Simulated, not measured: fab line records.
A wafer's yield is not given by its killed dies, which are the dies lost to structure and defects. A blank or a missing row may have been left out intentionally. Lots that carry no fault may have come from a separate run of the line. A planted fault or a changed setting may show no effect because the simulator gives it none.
A lot that was struck, set against a sound lot :: flow sky130 :: 15 out of 708 route steps
Sound: wafers L962.2, L962.4, L962.6. Struck: wafers L982.2, L982.5, L982.6. The cause is named last.
At each step with rows: each side's tool, then ch and its chambers, then its first start. Under that, the readings that differ: sound wafers :: struck wafers :: difference of the means :: sigmas: that difference in standard deviations of wafers without a fault.
alike: readings with means less than 2 such deviations apart, plus words and numbers identical on both sides. not compared: withheld readings, readings lacking a value on some wafer, bounds such as >300 that could conceal the same value, and numbers that have no deviation in the record and whose values overlap.
Wherever a step has rows on one side only, a row that says differs or no value, or a row with sigmas, the two part there. When numbers do not overlap yet have no deviation, they are printed without sigmas and do not part them. A reading missing from all wafers of one side parts the sides only when that side holds two or more wafers.

first, 3 steps without rows for these wafers: SKY_VT_ADJUST_NCORE_EXPOSE_04 (exposes mask LVTN COMPLEMENT THIN, target cd 380 nm); SKY_VT_ADJUST_NCORE_PEB_05; SKY_VT_ADJUST_NCORE_DEVELOP_06 (develop time 60 s).
SKY_VT_ADJUST_NCORE_CD_MEAS_07: the cd target is 380 nm.
  sound on cd sem-02, day 8 21:21; struck on cd sem-02, day 14 19:35
  alike: cd nm
SKY_VT_ADJUST_NCORE_OVL_MEAS_08:
  sound on overlay-02, day 8 21:27; struck on overlay-01, day 14 19:41
  alike: VT_ADJUST_NCORE_OVL
next, for these wafers, 1 step has no rows: SKY_VT_ADJUST_NCORE_IMPLANT_09.
SKY_VT_ADJUST_NCORE_STRIP_10: strips in O2/N2.
  sound on plasma asher-01 ch 0,1, day 8 21:38; struck on plasma asher-01 ch 0,1, day 14 19:52
  alike: drypump motor current A, oes product au, strip time to endpoint s
  not compared: rf hours counter h
SKY_VT_ADJUST_NCORE_TW_MEAS_11:
  sound on film metro-03, day 8 21:44; struck on film metro-03, day 14 19:58
  alike: VT_ADJUST_NCORE_TW
then, 4 steps without rows for these wafers: SKY_VT_ADJUST_HVTR_DEHYDRATE_00 (time 60 s); SKY_VT_ADJUST_HVTR_HMDS_01 (prime time 60 s); SKY_VT_ADJUST_HVTR_COAT_02 (resist thk 1140 nm); SKY_VT_ADJUST_HVTR_SOFTBAKE_03 (time 60 s).
SKY_VT_ADJUST_HVTR_EXPOSE_04: exposes mask HVTRM, target cd 380 nm.
  sound on iline stepper-02 ch 0, day 9 08:50; struck on iline stepper-02 ch 0, day 15 09:19
reading: exposure dose mJ cm2
sound: 149.98 150.06 149.77
struck: 150.53 150.74 150.66
difference: +0.71
sigmas: +5
  alike: mask, reticle temp C
next, for these wafers, 1 step has no rows: SKY_VT_ADJUST_HVTR_PEB_05.
-- a jump in the record: the struck wafers' starts before and after are 35 days apart (it breaks off in module VT_ADJUST_HVTR and resumes in module PAD_OPEN, where the first step shown is number 708 of the route) --
SKY_PAD_OPEN_PROBE_99:
  sound on prober-02, day 46 08:40; struck on prober-02, day 50 21:04
  alike: killed_at_M0_to_M3, killed_at_M4_up, killed at contacts, killed at front end, killed at other, killed dies, killed open, killed short

## WHERE THEY PART
Only at SKY_VT_ADJUST_HVTR_EXPOSE_04, within this record. Later steps at which nothing parts them and some readings are alike: SKY_PAD_OPEN_PROBE_99.

WHY: what the simulator had put in
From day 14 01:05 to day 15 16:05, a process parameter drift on iline stepper-02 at SKY_VT_ADJUST_HVTR_EXPOSE_04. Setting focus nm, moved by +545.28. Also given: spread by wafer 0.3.
